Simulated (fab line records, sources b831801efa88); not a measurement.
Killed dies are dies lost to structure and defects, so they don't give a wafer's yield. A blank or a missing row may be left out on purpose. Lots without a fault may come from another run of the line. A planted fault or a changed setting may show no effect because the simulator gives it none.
Which tool did it? | flow gf180mcu | 24 lots, 72 wafers sampled, at 3 steps of a route of 602

WHAT THE GAUGES READ, wafer by wafer
GF_V1_CD_MEAS_14: target cd 260 nm. Usual: cd_nm 260.2 nm, standard deviation 1.3.
lot  | measured     | on        | cd_nm (nm)        | flag
L074 | day 18 09:11 | cd_sem-02 | 260.7 261.2 262.2 |
L075 | day 19 02:38 | cd_sem-02 | 262.1 261.8 261.7 |
L076 | day 19 04:44 | cd_sem-01 | 260.2 258.5 259.7 |
L077 | day 19 10:30 | cd_sem-02 | 260.0 260.2 259.1 |
L078 | day 19 20:59 | cd_sem-01 | 260.0 259.3 260.1 |
L079 | day 20 05:59 | cd_sem-01 | 259.8 260.2 260.8 |
L080 | day 20 21:58 | cd_sem-01 | 259.4 260.0 260.2 |
L081 | day 21 09:52 | cd_sem-01 | 259.7 261.0 259.9 |
L082 | day 21 12:28 | cd_sem-01 | 260.9 259.4 260.5 |
L083 | day 21 20:47 | cd_sem-02 | 261.4 260.5 261.3 |
L084 | day 21 20:49 | cd_sem-01 | 259.8 259.5 260.3 |
L085 | day 22 11:15 | cd_sem-02 | 259.0 258.5 259.7 |
L086 | day 22 15:14 | cd_sem-02 | 258.7 258.1 259.4 |
L087 | day 23 03:31 | cd_sem-01 | 260.2 261.8 261.8 |
L088 | day 23 08:50 | cd_sem-01 | 260.2 259.5 259.8 |
L089 | day 23 14:44 | cd_sem-01 | 259.7 260.2 260.0 |
L090 | day 24 01:41 | cd_sem-02 | 257.8 256.8 259.1 |
L091 | day 24 10:31 | cd_sem-02 | 261.9 261.9 262.8 |
L092 | day 24 18:32 | cd_sem-02 | 259.4 258.6 258.4 |
L093 | day 24 23:38 | cd_sem-02 | 260.0 261.6 261.3 |
L094 | day 25 04:39 | cd_sem-01 | 261.3 261.5 260.6 |
L095 | day 25 13:07 | cd_sem-01 | 260.4 261.8 261.3 |
L096 | day 25 18:22 | cd_sem-01 | 258.2 258.9 257.7 |
L097 | day 26 00:58 | cd_sem-01 | 261.5 261.9 262.1 |

GF_M3_OVL_MEAS_15. Usual: M3_OVL -6 nm, standard deviation 6.
lot  | measured     | on         | M3_OVL (nm) | flag
L074 | day 21 15:41 | overlay-01 | -12 -15 -1  |
L075 | day 22 07:30 | overlay-02 | -7 -9 -6    |
L076 | day 22 09:45 | overlay-01 | -5 2 -8     |
L077 | day 22 15:35 | overlay-02 | -10 -5 -10  |
L078 | day 23 02:29 | overlay-01 | 1 8 -7      |
L079 | day 23 09:23 | overlay-02 | -6 -4 4     |
L080 | day 24 01:24 | overlay-01 | -5 2 4      |
L081 | day 24 11:36 | overlay-01 | -2 -8 -9    |
L082 | day 24 14:11 | overlay-01 | -15 -7 -6   |
L083 | day 24 22:48 | overlay-01 | -11 -8 -10  |
L084 | day 24 22:17 | overlay-02 | -8 -13 -4   |
L085 | day 25 11:01 | overlay-01 | -8 -2 -11   |
L086 | day 25 15:20 | overlay-01 | -11 -5 -11  |
L087 | day 26 01:27 | overlay-01 | -14 -17 -14 |
L088 | day 26 07:17 | overlay-01 | -13 -8 -14  |
L089 | day 26 12:38 | overlay-02 | 4 -1 -3     |
L090 | day 26 22:26 | overlay-01 | 4 -1 4      |
L091 | day 27 05:50 | overlay-02 | -13 -1 -7   |
L092 | day 27 14:33 | overlay-01 | -15 -14 -4  |
L093 | day 27 21:26 | overlay-02 | -6 -13 -15  |
L094 | day 27 23:44 | overlay-01 | -7 -11 -14  |
L095 | day 28 05:55 | overlay-02 | -12 -6 -16  |
L096 | day 28 11:20 | overlay-01 | -6 -11 -9   |
L097 | day 28 17:29 | overlay-02 | 0 -4 3      |

WHICH TOOL RAN EACH LOT (tool, then ch and the chambers of the sampled wafers, then the start)
lot  | GF_M1_SPUTTER_01
L074 | pvd_sputter-04, day 16 09:16
L075 | pvd_sputter-04, day 17 01:32
L076 | pvd_sputter-03, day 17 04:16
L077 | pvd_sputter-03, day 17 10:19
L078 | pvd_sputter-01, day 17 19:20
L079 | pvd_sputter-04, day 18 03:05
L080 | pvd_sputter-03, day 18 19:20
L081 | pvd_sputter-03, day 19 07:14
L082 | pvd_sputter-03, day 19 11:25
L083 | pvd_sputter-04, day 19 17:39
L084 | pvd_sputter-04, day 19 19:22
L085 | pvd_sputter-03, day 20 08:35
L086 | pvd_sputter-04, day 20 14:12
L087 | pvd_sputter-01, day 21 03:04
L088 | pvd_sputter-03, day 21 09:08
L089 | pvd_sputter-04, day 21 14:43
L090 | pvd_sputter-03, day 22 02:25
L091 | pvd_sputter-04, day 22 11:23
L092 | pvd_sputter-04, day 22 19:27
L093 | pvd_sputter-01, day 23 00:59
L094 | pvd_sputter-03, day 23 06:08
L095 | pvd_sputter-04, day 23 16:07
L096 | pvd_sputter-04, day 23 20:48
L097 | pvd_sputter-01, day 24 03:37
- GF_M1_SPUTTER_01: material TiN, target thk 30 nm, time 25 s.

WHAT THE TOOLS THEMSELVES READ (means of the sampled wafers that have a number; where no wafer has one, the mark that the record gives instead)
GF_M1_SPUTTER_01. Usual: throttle_valve_pct 29.9 %, standard deviation 1.
lot  | tool           | throttle_valve_pct (%) | flag
L074 | pvd_sputter-04 | 30.2                   |
L075 | pvd_sputter-04 | 30.1                   |
L076 | pvd_sputter-03 | 29.1                   |
L077 | pvd_sputter-03 | 30.6                   |
L078 | pvd_sputter-01 | 28.7                   |
L079 | pvd_sputter-04 | 30.1                   |
L080 | pvd_sputter-03 | 28.8                   |
L081 | pvd_sputter-03 | 29.4                   |
L082 | pvd_sputter-03 | 29.4                   |
L083 | pvd_sputter-04 | 29.7                   |
L084 | pvd_sputter-04 | 30.0                   |
L085 | pvd_sputter-03 | 28.9                   |
L086 | pvd_sputter-04 | 30.1                   |
L087 | pvd_sputter-01 | 29.7                   |
L088 | pvd_sputter-03 | 28.6                   |
L089 | pvd_sputter-04 | 30.4                   |
L090 | pvd_sputter-03 | 29.8                   |
L091 | pvd_sputter-04 | 30.3                   |
L092 | pvd_sputter-04 | 30.2                   |
L093 | pvd_sputter-01 | 29.4                   |
L094 | pvd_sputter-03 | 30.2                   |
L095 | pvd_sputter-04 | 30.1                   |
L096 | pvd_sputter-04 | 30.3                   |
L097 | pvd_sputter-01 | 29.8                   |

THE ANSWER, worked out from the rows above alone
Rule: a lot is off if the mean of its wafers that have a number lies more than 3 standard deviations from the usual mean. A lot without any number at a reading at which 4 lots or more have one is off too. The other lots that the step has rows for count as sound. The gauges are gone through in route order, then the tools' own readings, and for those a lot's mean is taken as printed above. The first step at which some lot is off is used, and at that step the reading that is off furthest; a lot without a number counts as furthest.
No lot is off at any reading shown: from this, nothing can be told.

WHAT THE SIMULATOR HAD PUT IN
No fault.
